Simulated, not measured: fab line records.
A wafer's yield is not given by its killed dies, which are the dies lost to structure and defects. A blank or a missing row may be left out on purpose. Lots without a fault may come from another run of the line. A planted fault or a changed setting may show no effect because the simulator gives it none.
The tool behind it: which one?    flow sky130    14 lots, 39 wafers sampled, at 5 steps of a route of 708

## WHAT THE GAUGES SHOWED, per wafer
SKY_FIELD_ISO_BOW_MEAS_00.
lot   measured     on             INCOMING_BOW (um)
L341  day 1 10:00  film metro-02  3 4 3
L342  day 1 15:00  film metro-04  -2 6 -4
L346  day 2 11:04  film metro-02  0 4 7
L348  day 2 21:00  film metro-01  2 -1 0
L350  day 3 07:04  film metro-04  0 -8 -15
L351  day 3 12:01  film metro-02  -5 2 -6
L352  day 3 17:02  film metro-02  5 -8 2
L353  day 3 22:00  film metro-04  -2 -11 4
L357  day 4 18:01  film metro-01  -5 12
L358  day 4 23:01  film metro-02  -4 8 5
L359  day 5 04:00  film metro-01  -1 -11
L361  day 5 14:00  film metro-01  13 4
L362  day 5 19:04  film metro-01  1 -1 -5
L364  day 6 05:01  film metro-01  7 13 -6

SKY_PWDE_TW_MEAS_10.
lot   measured     on             PWDE_TW
L341  day 4 01:52  film metro-04  382 381 381
L342  day 4 06:10  film metro-01  376 374 373
L346  day 5 03:37  film metro-01  372 374 375
L348  day 5 14:32  film metro-03  369 371 368
L350  day 6 03:22  film metro-01  374 373 372
L351  day 6 10:17  film metro-03  369 368 368
L352  day 6 15:38  film metro-03  368 371 370
L353  day 6 22:19  film metro-03  371 370 372
L357  day 7 19:41  film metro-04  385 382
L358  day 8 00:24  film metro-04  380 380 380
L359  day 8 02:23  film metro-01  376 375
L361  day 8 12:41  film metro-04  381 378
L362  day 8 18:04  film metro-01  377 379 377
L364  day 9 04:15  film metro-04  381 381 383

SKY_NWELL_TW_MEAS_26.
lot   measured      on             NWELL_2_TW
L341  day 5 13:45   film metro-01  496 498 494
L342  day 5 18:35   film metro-03  493 491 493
L346  day 6 18:00   film metro-03  490 489 490
L348  day 7 05:16   film metro-01  495 498 495
L350  day 7 19:26   film metro-03  492 494 493
L351  day 8 01:38   film metro-04  503 505 506
L352  day 8 08:23   film metro-03  492 493 494
L353  day 8 15:39   film metro-04  508 508 502
L357  day 9 15:13   film metro-01  473 496
L358  day 9 22:13   film metro-04  509 507 506
L359  day 10 01:06  film metro-04  481 505
L361  day 10 11:01  film metro-01  479 499
L362  day 10 17:27  film metro-01  497 497 499
L364  day 11 03:07  film metro-01  503 499 495

SKY_SONOS_TUNNEL_TW_MEAS_12.
lot   measured      on             SONOS_TUNNEL_TW
L341  day 11 20:43  film metro-03  195.2 193.9 194.7
L342  day 12 05:08  film metro-03  195.6 196.5 195.6
L346  day 13 11:03  film metro-04  201.6 201.8 201.4
L348  day 14 03:08  film metro-04  200.3 200.5 201.4
L350  day 15 01:49  film metro-04  202.9 201.0 202.1
L351  day 15 07:23  film metro-04  202.3 201.0 201.3
L352  day 15 19:54  film metro-02  199.8 197.8 197.8
L353  day 16 06:16  film metro-02  200.3 198.9 198.6
L357  day 17 14:45  film metro-03  195.0 195.6
L358  day 17 22:11  film metro-04  201.5 201.8 201.7
L359  day 18 00:50  film metro-02  197.3 198.3
L361  day 18 13:34  film metro-02  198.4 197.4
L362  day 18 23:17  film metro-02  198.6 198.6 197.3
L364  day 19 11:13  film metro-03  196.2 194.7 195.1

## WHAT TOOL EACH LOT RAN ON (gives the tool, then ch and the chambers of the sampled wafers, and finally the start)
lot   SKY_NWELL_IMPLANT_24
L341  implanter-01 ch 0, day 5 13:30
L342  implanter-02 ch 0, day 5 18:20
L346  implanter-01 ch 0, day 6 17:47
L348  implanter-01 ch 0, day 7 05:01
L350  implanter-04 ch 0, day 7 19:14
L351  implanter-02 ch 0, day 8 01:23
L352  implanter-02 ch 0, day 8 08:10
L353  implanter-01 ch 0, day 8 15:24
L357  implanter-02 ch 0, day 9 14:59
L358  implanter-01 ch 0, day 9 21:59
L359  implanter-02 ch 0, day 10 00:51
L361  implanter-02 ch 0, day 10 10:46
L362  implanter-01 ch 0, day 10 17:14
L364  implanter-04 ch 0, day 11 02:52
- SKY_NWELL_IMPLANT_24

## AS READ BY THE TOOLS THEMSELVES (means over the sampled wafers that have a number; for cases with no such wafer, the mark the record gives instead)
SKY_NWELL_IMPLANT_24.
lot   tool          beam on s (s)  faraday current uA
L341  implanter-01  10.06          51.4
L342  implanter-02  10.15          51.0
L346  implanter-01  9.88           52.6
L348  implanter-01  10.01          51.8
L350  implanter-04  10.07          51.5
L351  implanter-02  9.71           53.3
L352  implanter-02  10.10          51.4
L353  implanter-01  10.02          51.9
L357  implanter-02  9.46           55.2
L358  implanter-01  9.96           52.1
L359  implanter-02  9.12           57.2
L361  implanter-02  9.13           57.0
L362  implanter-01  9.93           52.1
L364  implanter-04  10.01          51.8

## THE ANSWER, worked out from the rows above alone
Rule: what is usual is taken from the lots themselves. Put in order of their means at a reading, lots are off if they are a third of the lots or fewer, leave a main group of 4 or more, and stand apart from it by a gap of 3 or more times the standard deviation of the main group's means; of several such gaps the widest counts. A main group is skipped when, at the precision printed for the reading in the tables above, its means are all equal. A lot without any number at a reading at which 4 lots or more have one is off too. All remaining lots with rows at the step are treated as sound. The gauges are gone through in route order, then the tools' own readings, and for those a lot's mean is taken as printed above. At the first step where some lot is off, the reading lying furthest off is the one used; lots without a number count as furthest.
Off, at SKY_NWELL_IMPLANT_24 on faraday current uA: L357, L359, L361. The main group has a mean of 51.9 with a standard deviation of 0.6.
A tool fits if, at that step or a process step before it, it ran every lot that is off, and no sound lot after the first of them. One fits: SKY_NWELL_IMPLANT_24 on implanter-02. A fault onset in the window from L352 (day 8 08:10, its last sound lot) to L357 (day 9 14:59, its first lot off) fits.
The tool's own readings at SKY_NWELL_IMPLANT_24 bear it out: on the lots that are off they differ by more than 5 times the standard deviation of the sound lots' means. beam on s reads 9.24 s there against 9.99 s on the sound lots; faraday current uA reads 56.5 there against 51.9 on the sound lots.

## WHAT THE SIMULATOR HAD INSERTED
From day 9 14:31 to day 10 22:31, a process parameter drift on implanter-02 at SKY_NWELL_IMPLANT_24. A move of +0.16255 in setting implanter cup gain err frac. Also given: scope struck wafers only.
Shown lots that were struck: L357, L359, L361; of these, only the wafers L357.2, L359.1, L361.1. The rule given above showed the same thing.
